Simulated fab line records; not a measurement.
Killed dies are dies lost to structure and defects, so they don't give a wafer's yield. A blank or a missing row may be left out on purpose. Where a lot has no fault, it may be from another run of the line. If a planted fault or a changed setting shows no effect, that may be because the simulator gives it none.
A single fault, viewed from 2 desks / flow gf180mcu / each desk holds nothing but its own numbers, with what lay behind them at the end

FROM THE METROLOGY DESK
Means of the sampled wafers that have a number, per lot and without regard to the tool the lot ran on: this is what the gauges read. Any lot whose mean is over 4 standard deviations away from the usual mean is out of limits and marked OUT; that distance is given in the brackets.
Columns: A = V3_W_RS at GF_V3_RS_MEAS_24, usual 0.327 ohm/sq; B = V3_W_THK at GF_V3_THK_MEAS_25, usual 351 nm
lot=L873; first seen here=day 22 12:28; A=0.328; B=350
lot=L874; first seen here=day 23 14:16; A=0.326; B=350
lot=L876; first seen here=day 23 19:02; A=0.324; B=352
lot=L878; first seen here=day 24 11:28; A=0.328; B=346
lot=L880; first seen here=day 25 03:52; A=0.335; B=342
lot=L889; first seen here=day 28 09:10; A=0.329; B=355
lot=L890; first seen here=day 28 12:13; A=0.328; B=356
lot=L891; first seen here=day 28 15:17; A=0.329; B=352
lot=L892; first seen here=day 29 01:26; A=0.324; B=352
lot=L893; first seen here=day 29 03:22; A=0.323; B=360
lot=L894; first seen here=day 29 10:56; A=0.326; B=355
Finding of this desk: none of the 11 lots has anything out of limits.

THE TOOL OWNER'S DESK: cvdW-02
The tool's own readings at GF_V3_CVD_23 (deposits W, target thk 350 nm, time 104.9 s): means of the sampled wafers that have a number, for each lot that ran on this tool. Any lot whose mean is over 4 standard deviations away from the usual mean is out of limits and marked OUT; that distance is given in the brackets.
Columns: A = heaterPowerW at GF_V3_CVD_23, usual 928 W; B = susceptorTempC at GF_V3_CVD_23, usual 400.04 C
lot=L873; first seen here=day 22 12:21; A=1031; B=400.00
lot=L874; first seen here=day 23 14:08; A=1021; B=399.88
lot=L876; first seen here=day 23 18:55; A=1001; B=400.08
lot=L878; first seen here=day 24 11:22; A=1003; B=399.91
lot=L880; first seen here=day 25 03:44; A=1031; B=398.59 (-6.9) OUT
lot=L889; first seen here=day 28 09:04; A=1001; B=400.24
This desk finds L880 out of limits, L880 being first, at day 25 03:44 (susceptorTempC at GF_V3_CVD_23). L873, L874, L876, L878, L889: within limits.

ALL TOGETHER
The tool owner's desk could have raised an alarm at day 25 03:44, on L880.
The metrology desk saw nothing out of limits.
The metrology desk holds a record of L880, inside its limits.
Of the lots named, all ran GF_V3_CVD_23 on cvdW-02.

WHAT THE SIMULATOR HAD INSERTED
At GF_V3_CVD_23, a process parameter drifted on cvdW-02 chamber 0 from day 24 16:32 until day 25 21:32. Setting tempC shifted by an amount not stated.
Struck lots among those shown: L880.
Delay in hours, fault start to first out-of-limits reading, by desk: the tool owner's desk at 11.
